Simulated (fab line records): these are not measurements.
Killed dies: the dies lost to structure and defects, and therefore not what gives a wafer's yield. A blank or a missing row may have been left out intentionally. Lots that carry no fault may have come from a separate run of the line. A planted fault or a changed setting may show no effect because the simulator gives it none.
fab line records :: flow sfq-line :: part 2 of 2: steps 29 to 40 of 40
[record]
  lots = 5
  wafers = 15
  last-day = 91
route steps=325 shown I4@165 JJ@178 M5@198
lots with no fault: from the same line, run without faults
start-h: hours from the record's first day to the start of the lot's first wafer shown :: wait-h: hours since the lot's step before :: " unchanged from the row above :: L1.1+2: a row that stands for several wafers :: - no value present, or no start provided :: * or withheld: withheld :: < > ~ a bound
route shown NAME@n: names a module that has steps shown in the file, with the first one's number in the route :: usual: average and standard deviation across the fault-free wafers :: same: alike in all rows :: chamber/n: place in a boat :: sites: per-site readings :: _std_site: how widely they spread, as a standard deviation :: _edge_site: mean of outer sites minus mean of inner sites :: radius-mm: for every site, how far away it sits from the centre of the wafer :: mask NAME#n: copy n :: behind: the most recent tool/chamber to have shaped the wafer :: hold: reason for holding the lot/hours on hold/outcome of the hold :: device: whichever transistor did not switch (one of n, p or np) :: end of line: the same wafers' tests at the end of the route :: for a step that has no rows: nothing shown but its recipe :: killed: dies that structure and defects cost at the first sort, which is not the same as the wafer's yield :: map: a wafer's dies, x killed, . not, _ none there
set.NAME: the setting the step ran with; set.NAME@STEP: the setting that earlier step ran with :: model.NAME: the simulator's own value behind a step, which no gauge read
lots at some steps of the route; a table a step, a row a wafer
services: a tool's chamber out of use, with start hour (start-h, from the record's first day; less than 0 if before it), hours out, and reason
[[steps]]
[step SFQ_TRILAYER_JJ_CE_ETCH_RIE_118]
[recipe]
  target = Nb
  stop-on = Al2O3
  mask-material = PR
  taper-deg = 13.257
  over-etch-frac = 0.15
  time-s = 97.7
  chemistry = SF6
  target-depth-nm = 170
  icp-w = 600
  bias-w = 80
  pressure-mtorr = 10
[usual]
  drypump-motor-current-A = 5.4/0.33
  oes-product-au = 0.990/0.0093
[same]
  over-etch-frac = 0.15
lot.wafer: L081.1
tool: rie-metal-03
chamber: 0
start-h: 1351.86
wait-h: 0.1
drypump-motor-current-A: 5.2
oes-product-au: 0.989
rf-hours-counter-h: 17

lot.wafer: L081.2
tool: rie-metal-03
chamber: 1
start-h: 1351.86
wait-h: 0.1
drypump-motor-current-A: 5.5
oes-product-au: 1.000
rf-hours-counter-h: 128

lot.wafer: L081.4
tool: rie-metal-03
chamber: 0
start-h: 1351.86
wait-h: 0.1
drypump-motor-current-A: 5.2
oes-product-au: 0.992
rf-hours-counter-h: -

lot.wafer: L082.1
tool: rie-metal-03
chamber: 0
start-h: 1356.66
wait-h: 0.1
drypump-motor-current-A: 5.2
oes-product-au: 0.992
rf-hours-counter-h: 18

lot.wafer: L082.2
tool: rie-metal-03
chamber: 1
start-h: 1356.66
wait-h: 0.1
drypump-motor-current-A: 5.5
oes-product-au: 1.002
rf-hours-counter-h: 129

lot.wafer: L082.4
tool: rie-metal-03
chamber: 1
start-h: 1356.66
wait-h: 0.1
drypump-motor-current-A: 5.5
oes-product-au: 1.006
rf-hours-counter-h: -

lot.wafer: L083.4
tool: rie-metal-02
chamber: 1
start-h: 1359.10
wait-h: 0.1
drypump-motor-current-A: 4.7
oes-product-au: 0.995
rf-hours-counter-h: -

lot.wafer: L083.5
tool: rie-metal-02
chamber: 0
start-h: 1359.10
wait-h: 0.1
drypump-motor-current-A: 5.7
oes-product-au: 0.981
rf-hours-counter-h: -

lot.wafer: L083.6
tool: rie-metal-02
chamber: 1
start-h: 1359.10
wait-h: 0.1
drypump-motor-current-A: 4.7
oes-product-au: 0.992
rf-hours-counter-h: -

lot.wafer: L088.1
tool: rie-metal-01
chamber: 1
start-h: 1404.66
wait-h: 0.1
drypump-motor-current-A: 5.4
oes-product-au: 0.994
rf-hours-counter-h: 86

lot.wafer: L088.3
tool: rie-metal-01
chamber: 0
start-h: 1404.66
wait-h: 0.1
drypump-motor-current-A: 5.9
oes-product-au: 0.970
rf-hours-counter-h: -

lot.wafer: L088.4
tool: rie-metal-01
chamber: 1
start-h: 1404.66
wait-h: 0.1
drypump-motor-current-A: 5.4
oes-product-au: 0.995
rf-hours-counter-h: -

lot.wafer: L090.2
tool: rie-metal-02
chamber: 0
start-h: 1414.26
wait-h: 0.1
drypump-motor-current-A: 5.7
oes-product-au: 0.988
rf-hours-counter-h: 13

lot.wafer: L090.3
tool: rie-metal-02
chamber: 0
start-h: 1414.26
wait-h: 0.1
drypump-motor-current-A: 5.7
oes-product-au: 0.992
rf-hours-counter-h: -

lot.wafer: L090.5
tool: rie-metal-02
chamber: 0
start-h: 1414.26
wait-h: 0.1
drypump-motor-current-A: 5.7
oes-product-au: 0.991
rf-hours-counter-h: -
[step SFQ_TRILAYER_JJ_ANODIZE_ANODIZE_119]
[recipe]
  current-density-ma-cm2 = withheld
  end-current-density-ma-cm2 = withheld
  bath-temp-c = withheld
lot.wafer: L081.1+2+4
tool: wet-bench-05
chamber: 6,2,3
start-h: 1351.97
wait-h: 0.1

lot.wafer: L082.1+2+4
tool: wet-bench-06
chamber: 6,3,7
start-h: 1356.77
wait-h: 0.1

lot.wafer: L083.4+5+6
tool: wet-bench-05
chamber: 3,4,7
start-h: 1359.17
wait-h: 0.0

lot.wafer: L088.1+3+4
tool: wet-bench-06
chamber: 7,2,5
start-h: 1404.77
wait-h: 0.1

lot.wafer: L090.2+3+5
tool: wet-bench-06
chamber: 0,7,4
start-h: 1414.37
wait-h: 0.1
[step SFQ_TRILAYER_JJ_CE_STRIP_STRIP_120]
[recipe]
  gas = O2
  power-w = 200
  platen-temp-c = 40
  overash-fraction = 0.65
  chemistry = O2
  pressure-mtorr = 50
[usual]
  drypump-motor-current-A = 5.4/0.39
  oes-product-au = 1.001/0.014
lot.wafer: L081.1
tool: rie-metal-01
chamber: 1
start-h: 1352.47
wait-h: 0.0
drypump-motor-current-A: 5.4
oes-product-au: 1.015
rf-hours-counter-h: 79

lot.wafer: L081.2
tool: rie-metal-01
chamber: 0
start-h: 1352.47
wait-h: 0.0
drypump-motor-current-A: 5.9
oes-product-au: 0.987
rf-hours-counter-h: 55

lot.wafer: L081.4
tool: rie-metal-01
chamber: 0
start-h: 1352.47
wait-h: 0.0
drypump-motor-current-A: 5.9
oes-product-au: 0.976
rf-hours-counter-h: -

lot.wafer: L082.1
tool: rie-metal-01
chamber: 1
start-h: 1357.27
wait-h: 0.0
drypump-motor-current-A: 5.4
oes-product-au: 1.017
rf-hours-counter-h: 80

lot.wafer: L082.2
tool: rie-metal-01
chamber: 0
start-h: 1357.27
wait-h: 0.0
drypump-motor-current-A: 5.8
oes-product-au: 0.981
rf-hours-counter-h: 56

lot.wafer: L082.4
tool: rie-metal-01
chamber: 0
start-h: 1357.27
wait-h: 0.0
drypump-motor-current-A: 5.8
oes-product-au: 0.989
rf-hours-counter-h: -

lot.wafer: L083.4
tool: rie-metal-03
chamber: 0
start-h: 1359.87
wait-h: 0.2
drypump-motor-current-A: 5.2
oes-product-au: 1.011
rf-hours-counter-h: -

lot.wafer: L083.5
tool: rie-metal-03
chamber: 1
start-h: 1359.87
wait-h: 0.2
drypump-motor-current-A: 5.5
oes-product-au: 1.006
rf-hours-counter-h: -

lot.wafer: L083.6
tool: rie-metal-03
chamber: 0
start-h: 1359.87
wait-h: 0.2
drypump-motor-current-A: 5.2
oes-product-au: 1.002
rf-hours-counter-h: -

lot.wafer: L088.1
tool: rie-metal-02
chamber: 0
start-h: 1405.27
wait-h: 0.0
drypump-motor-current-A: 5.7
oes-product-au: 0.996
rf-hours-counter-h: 12

lot.wafer: L088.3
tool: rie-metal-02
chamber: 0
start-h: 1405.27
wait-h: 0.0
drypump-motor-current-A: 5.6
oes-product-au: 0.997
rf-hours-counter-h: -

lot.wafer: L088.4
tool: rie-metal-02
chamber: 1
start-h: 1405.27
wait-h: 0.0
drypump-motor-current-A: 4.7
oes-product-au: 1.013
rf-hours-counter-h: -

lot.wafer: L090.2
tool: rie-metal-03
chamber: 0
start-h: 1414.87
wait-h: 0.0
drypump-motor-current-A: 5.3
oes-product-au: 0.991
rf-hours-counter-h: 27

lot.wafer: L090.3
tool: rie-metal-03
chamber: 1
start-h: 1414.87
wait-h: 0.0
drypump-motor-current-A: 5.5
oes-product-au: 1.010
rf-hours-counter-h: -

lot.wafer: L090.5
tool: rie-metal-03
chamber: 0
start-h: 1414.87
wait-h: 0.0
drypump-motor-current-A: 5.3
oes-product-au: 0.995
rf-hours-counter-h: -
[step SFQ_TRILAYER_JJ_CE_STRIP_SOLV_CLEAN_121]
[recipe]
  chemistry = NMP
  temp-c = 70
  time-s = 600
lot.wafer: L081.1+2+4
tool: wet-bench-02
chamber: 4,6,0
start-h: 1353.07
wait-h: 0.4

lot.wafer: L082.1+2+4
tool: wet-bench-01
chamber: 1,5,2
start-h: 1357.87
wait-h: 0.4

lot.wafer: L083.4+5+6
tool: wet-bench-02
chamber: 2,0,3
start-h: 1360.27
wait-h: 0.2

lot.wafer: L088.1+3+4
tool: wet-bench-01
chamber: 2,4,3
start-h: 1405.87
wait-h: 0.4

lot.wafer: L090.2+3+5
tool: wet-bench-02
chamber: 3,0,5
start-h: 1415.47
wait-h: 0.4
[step SFQ_TRILAYER_M5_LITHO_COAT_128]
[recipe]
  resist = BARC
  spin-rpm = 3000
  resist-thk-nm = 62
lot.wafer: L081.1+2+4
tool: litho-track-01
chamber: 0
start-h: 1353.25
wait-h: 0.0

lot.wafer: L082.1+2+4
tool: litho-track-04
chamber: 0
start-h: 1358.05
wait-h: 0.0

lot.wafer: L083.4+5+6
tool: litho-track-04
chamber: 0
start-h: 1360.60
wait-h: 0.1

lot.wafer: L088.1+3+4
tool: litho-track-03
chamber: 0
start-h: 1406.05
wait-h: 0.0

lot.wafer: L090.2+3+5
tool: litho-track-04
chamber: 0
start-h: 1415.70
wait-h: 0.1
[step SFQ_TRILAYER_M5_LITHO_COAT_123]
[recipe]
  resist = KrF
  spin-rpm = 3000
  resist-thk-nm = 600
lot.wafer: L081.1+2+4
tool: litho-track-01
chamber: 0
start-h: 1353.55
wait-h: 0.2

lot.wafer: L082.1+2+4
tool: litho-track-04
chamber: 0
start-h: 1358.35
wait-h: 0.2

lot.wafer: L083.4+5+6
tool: litho-track-04
chamber: 0
start-h: 1360.90
wait-h: 0.2

lot.wafer: L088.1+3+4
tool: litho-track-03
chamber: 0
start-h: 1406.35
wait-h: 0.2

lot.wafer: L090.2+3+5
tool: litho-track-04
chamber: 0
start-h: 1416.00
wait-h: 0.2
[step SFQ_TRILAYER_M5_LITHO_SOFTBAKE_127]
[recipe]
  temp-c = withheld
  time-s = withheld
  resist = KrF
lot.wafer: L081.1+2+4
tool: litho-track-01
chamber: 0
start-h: 1353.85
wait-h: 0.2

lot.wafer: L082.1+2+4
tool: litho-track-04
chamber: 0
start-h: 1358.65
wait-h: 0.2

lot.wafer: L083.4+5+6
tool: litho-track-04
chamber: 0
start-h: 1361.12
wait-h: 0.2

lot.wafer: L088.1+3+4
tool: litho-track-03
chamber: 0
start-h: 1406.65
wait-h: 0.2

lot.wafer: L090.2+3+5
tool: litho-track-04
chamber: 0
start-h: 1416.27
wait-h: 0.2
[step SFQ_TRILAYER_M5_LITHO_EXPOSE_124]
[recipe]
  mask-id = M5
  na = 0.6
  source-shape = conventional
  sigma-outer = 0.65
  target-cd-nm = 700
  dose-mj = 14.4
[usual]
  focus-offset-nm = -0.1/0.53
  reticle-temp-C = 23.01/0.11
  stage-vel-mm-s = 499.95/0.27
lot.wafer: L081.1
tool: krf-scanner-01
chamber: 0
start-h: 1354.00
wait-h: -
mask: M5#0
focus-offset-nm: 0.1
reticle-temp-C: 22.98
stage-vel-mm-s: 500.61

lot.wafer: L081.2
tool: krf-scanner-01
chamber: 0
start-h: 1354.00
wait-h: -
mask: M5#0
focus-offset-nm: -0.4
reticle-temp-C: 23.00
stage-vel-mm-s: 499.96

lot.wafer: L081.4
tool: krf-scanner-01
chamber: 0
start-h: 1354.00
wait-h: -
mask: M5#0
focus-offset-nm: -0.6
reticle-temp-C: 22.92
stage-vel-mm-s: 500.04

lot.wafer: L082.1
tool: krf-scanner-01
chamber: 0
start-h: 1359.89
wait-h: -
mask: M5#0
focus-offset-nm: -0.8
reticle-temp-C: 23.07
stage-vel-mm-s: 500.11

lot.wafer: L082.2
tool: krf-scanner-01
chamber: 0
start-h: 1359.89
wait-h: -
mask: M5#0
focus-offset-nm: 0.0
reticle-temp-C: 23.02
stage-vel-mm-s: 500.33

lot.wafer: L082.4
tool: krf-scanner-01
chamber: 0
start-h: 1359.89
wait-h: -
mask: M5#0
focus-offset-nm: 0.9
reticle-temp-C: 22.96
stage-vel-mm-s: 499.90

lot.wafer: L083.4
tool: krf-scanner-01
chamber: 0
start-h: 1362.89
wait-h: -
mask: M5#0
focus-offset-nm: -0.4
reticle-temp-C: 23.05
stage-vel-mm-s: 499.62

lot.wafer: L083.5
tool: krf-scanner-01
chamber: 0
start-h: 1362.89
wait-h: -
mask: M5#0
focus-offset-nm: -0.2
reticle-temp-C: 22.98
stage-vel-mm-s: 500.23

lot.wafer: L083.6
tool: krf-scanner-01
chamber: 0
start-h: 1362.89
wait-h: -
mask: M5#0
focus-offset-nm: -0.4
reticle-temp-C: 23.19
stage-vel-mm-s: 499.96

lot.wafer: L088.1
tool: krf-scanner-01
chamber: 0
start-h: 1407.87
wait-h: -
mask: M5#0
focus-offset-nm: 0.6
reticle-temp-C: 22.98
stage-vel-mm-s: 499.73

lot.wafer: L088.3
tool: krf-scanner-01
chamber: 0
start-h: 1407.87
wait-h: -
mask: M5#0
focus-offset-nm: 0.3
reticle-temp-C: 23.01
stage-vel-mm-s: 499.92

lot.wafer: L088.4
tool: krf-scanner-01
chamber: 0
start-h: 1407.87
wait-h: -
mask: M5#0
focus-offset-nm: -0.3
reticle-temp-C: 23.03
stage-vel-mm-s: 499.85

lot.wafer: L090.2
tool: krf-scanner-01
chamber: 0
start-h: 1416.60
wait-h: -
mask: M5#0
focus-offset-nm: 0.5
reticle-temp-C: 23.17
stage-vel-mm-s: 500.26

lot.wafer: L090.3
tool: krf-scanner-01
chamber: 0
start-h: 1416.60
wait-h: -
mask: M5#0
focus-offset-nm: -0.8
reticle-temp-C: 23.09
stage-vel-mm-s: 500.29

lot.wafer: L090.5
tool: krf-scanner-01
chamber: 0
start-h: 1416.60
wait-h: -
mask: M5#0
focus-offset-nm: 0.4
reticle-temp-C: 23.05
stage-vel-mm-s: 500.12
[step SFQ_TRILAYER_M5_LITHO_PEB_126]
[recipe]
  peb-temp-c = 115
  peb-time-s = 60
  resist = KrF
[same]
  peb-time-s = 60
lot.wafer: L081.1+2+4
tool: litho-track-01
chamber: 0
start-h: 1355.20
wait-h: 1.0

lot.wafer: L082.1+2+4
tool: litho-track-03
chamber: 0
start-h: 1361.09
wait-h: 1.0

lot.wafer: L083.4+5+6
tool: litho-track-04
chamber: 0
start-h: 1363.56
wait-h: 0.5

lot.wafer: L088.1+3+4
tool: litho-track-04
chamber: 0
start-h: 1409.07
wait-h: 1.0

lot.wafer: L090.2+3+5
tool: litho-track-03
chamber: 0
start-h: 1417.62
wait-h: 0.8
[step SFQ_TRILAYER_M5_LITHO_DEVELOP_125]
[recipe]
  time-s = 60
  resist = KrF
lot.wafer: L081.1+2+4
tool: litho-track-01
chamber: 0
start-h: 1355.35
wait-h: 0.1

lot.wafer: L082.1+2+4
tool: litho-track-03
chamber: 0
start-h: 1361.24
wait-h: 0.1

lot.wafer: L083.4+5+6
tool: litho-track-04
chamber: 0
start-h: 1363.71
wait-h: 0.1

lot.wafer: L088.1+3+4
tool: litho-track-04
chamber: 0
start-h: 1409.22
wait-h: 0.1

lot.wafer: L090.2+3+5
tool: litho-track-03
chamber: 0
start-h: 1417.77
wait-h: 0.1
[step SFQ_M5_OVL_MEAS_932]
[usual]
  M5_OVL = -4/6.1
lot.wafer: L081.1
tool: overlay-02
chamber: -
start-h: 1355.50
wait-h: 0.1
M5_OVL[nm]: -8

lot.wafer: L081.2
tool: overlay-02
chamber: -
start-h: 1355.50
wait-h: 0.1
M5_OVL[nm]: -3

lot.wafer: L081.4
tool: overlay-02
chamber: -
start-h: 1355.50
wait-h: 0.1
M5_OVL[nm]: -7

lot.wafer: L082.1
tool: overlay-01
chamber: -
start-h: 1361.39
wait-h: 0.1
M5_OVL[nm]: -17

lot.wafer: L082.2
tool: overlay-01
chamber: -
start-h: 1361.39
wait-h: 0.1
M5_OVL[nm]: -10

lot.wafer: L082.4
tool: overlay-01
chamber: -
start-h: 1361.39
wait-h: 0.1
M5_OVL[nm]: -11

lot.wafer: L083.4
tool: overlay-01
chamber: -
start-h: 1363.81
wait-h: 0.1
M5_OVL[nm]: 8

lot.wafer: L083.5
tool: overlay-01
chamber: -
start-h: 1363.81
wait-h: 0.1
M5_OVL[nm]: -1

lot.wafer: L083.6
tool: overlay-01
chamber: -
start-h: 1363.81
wait-h: 0.1
M5_OVL[nm]: 2

lot.wafer: L088.1
tool: overlay-02
chamber: -
start-h: 1409.37
wait-h: 0.1
M5_OVL[nm]: -1

lot.wafer: L088.3
tool: overlay-02
chamber: -
start-h: 1409.37
wait-h: 0.1
M5_OVL[nm]: -1

lot.wafer: L088.4
tool: overlay-02
chamber: -
start-h: 1409.37
wait-h: 0.1
M5_OVL[nm]: 1

lot.wafer: L090.2
tool: overlay-01
chamber: -
start-h: 1417.90
wait-h: 0.1
M5_OVL[nm]: 5

lot.wafer: L090.3
tool: overlay-01
chamber: -
start-h: 1417.90
wait-h: 0.1
M5_OVL[nm]: 1

lot.wafer: L090.5
tool: overlay-01
chamber: -
start-h: 1417.90
wait-h: 0.1
M5_OVL[nm]: 3
[step SFQ_TRILAYER_M5_BARC_OPEN_METAL_ETCH_161]
[recipe]
  mask-material = PR
  chemistry = O2
  target-depth-nm = 125
  target = BARC
  icp-w = 600
  bias-w = 80
  pressure-mtorr = 10
  time-s = 41.7
[usual]
  drypump-motor-current-A = 5.2/0.34
  oes-product-au = 0.685/0.0042
lot.wafer: L081.1
tool: rie-metal-02
chamber: 0
start-h: 1355.53
wait-h: 0.0
drypump-motor-current-A: 5.6
oes-product-au: 0.686
rf-hours-counter-h: 5

lot.wafer: L081.2
tool: rie-metal-02
chamber: 1
start-h: 1355.53
wait-h: 0.0
drypump-motor-current-A: 4.8
oes-product-au: 0.679
rf-hours-counter-h: 10

lot.wafer: L081.4
tool: rie-metal-02
chamber: 0
start-h: 1355.53
wait-h: 0.0
drypump-motor-current-A: 5.7
oes-product-au: 0.686
rf-hours-counter-h: -

lot.wafer: L082.1
tool: rie-metal-02
chamber: 1
start-h: 1361.57
wait-h: 0.2
drypump-motor-current-A: 4.7
oes-product-au: 0.685
rf-hours-counter-h: 11

lot.wafer: L082.2
tool: rie-metal-02
chamber: 0
start-h: 1361.57
wait-h: 0.2
drypump-motor-current-A: 5.6
oes-product-au: 0.687
rf-hours-counter-h: 6

lot.wafer: L082.4
tool: rie-metal-02
chamber: 1
start-h: 1361.57
wait-h: 0.2
drypump-motor-current-A: 4.7
oes-product-au: 0.688
rf-hours-counter-h: -

lot.wafer: L083.4
tool: rie-metal-02
chamber: 0
start-h: 1363.84
wait-h: 0.0
drypump-motor-current-A: 5.7
oes-product-au: 0.690
rf-hours-counter-h: -

lot.wafer: L083.5
tool: rie-metal-02
chamber: 1
start-h: 1363.84
wait-h: 0.0
drypump-motor-current-A: 4.7
oes-product-au: 0.684
rf-hours-counter-h: -

lot.wafer: L083.6
tool: rie-metal-02
chamber: 0
start-h: 1363.84
wait-h: 0.0
drypump-motor-current-A: 5.7
oes-product-au: 0.687
rf-hours-counter-h: -

lot.wafer: L088.1
tool: rie-metal-03
chamber: 0
start-h: 1409.40
wait-h: 0.0
drypump-motor-current-A: 5.2
oes-product-au: 0.689
rf-hours-counter-h: 25

lot.wafer: L088.3
tool: rie-metal-03
chamber: 1
start-h: 1409.40
wait-h: 0.0
drypump-motor-current-A: 5.5
oes-product-au: 0.689
rf-hours-counter-h: -

lot.wafer: L088.4
tool: rie-metal-03
chamber: 0
start-h: 1409.40
wait-h: 0.0
drypump-motor-current-A: 5.2
oes-product-au: 0.687
rf-hours-counter-h: -

lot.wafer: L090.2
tool: rie-metal-02
chamber: 0
start-h: 1417.93
wait-h: 0.0
drypump-motor-current-A: 5.7
oes-product-au: 0.686
rf-hours-counter-h: 14

lot.wafer: L090.3
tool: rie-metal-02
chamber: 1
start-h: 1417.93
wait-h: 0.0
drypump-motor-current-A: 4.7
oes-product-au: 0.684
rf-hours-counter-h: -

lot.wafer: L090.5
tool: rie-metal-02
chamber: 0
start-h: 1417.93
wait-h: 0.0
drypump-motor-current-A: 5.7
oes-product-au: 0.686
rf-hours-counter-h: -
[[services]]
tool: rie-metal-03
chamber: -
start-h: 1061.18
hours: 10.0
kind: pm

tool: krf-scanner-01
chamber: -
start-h: 1068.46
hours: 0.8
kind: pm

tool: rie-metal-01
chamber: -
start-h: 1070.39
hours: 0.4
kind: repair

tool: pvd-sputter-03
chamber: -
start-h: 1070.57
hours: 3.9
kind: repair

tool: krf-scanner-02
chamber: -
start-h: 1082.99
hours: 1.5
kind: pm

tool: krf-scanner-01
chamber: -
start-h: 1096.31
hours: 1.0
kind: pm

tool: krf-scanner-02
chamber: -
start-h: 1101.24
hours: 1.3
kind: pm

tool: rie-metal-02
chamber: -
start-h: 1111.40
hours: 1.2
kind: repair

tool: rie-metal-03
chamber: 1
start-h: 1113.11
hours: 1.7
kind: repair

tool: rie-metal-01
chamber: -
start-h: 1118.34
hours: 0.5
kind: repair

tool: rie-metal-01
chamber: 0
start-h: 1132.91
hours: 2.0
kind: repair

tool: krf-scanner-02
chamber: -
start-h: 1133.68
hours: 1.0
kind: pm

tool: rie-metal-01
chamber: -
start-h: 1148.06
hours: 41.5
kind: repair

tool: rie-metal-01
chamber: 0
start-h: 1172.35
hours: 9.7
kind: repair

tool: krf-scanner-01
chamber: -
start-h: 1181.76
hours: 1.3
kind: pm

tool: rie-metal-02
chamber: -
start-h: 1192.97
hours: 0.1
kind: repair

tool: krf-scanner-02
chamber: -
start-h: 1250.75
hours: 6.8
kind: repair

tool: krf-scanner-02
chamber: -
start-h: 1257.56
hours: 0.8
kind: pm

tool: krf-scanner-02
chamber: -
start-h: 1262.01
hours: 1.1
kind: repair

tool: krf-scanner-02
chamber: -
start-h: 1273.32
hours: 3.6
kind: pm

tool: krf-scanner-02
chamber: -
start-h: 1277.09
hours: 1.3
kind: pm

tool: krf-scanner-02
chamber: -
start-h: 1281.58
hours: 0.3
kind: repair

tool: krf-scanner-02
chamber: -
start-h: 1302.64
hours: 1.0
kind: pm

tool: pvd-sputter-03
chamber: -
start-h: 1356.73
hours: 3.2
kind: repair
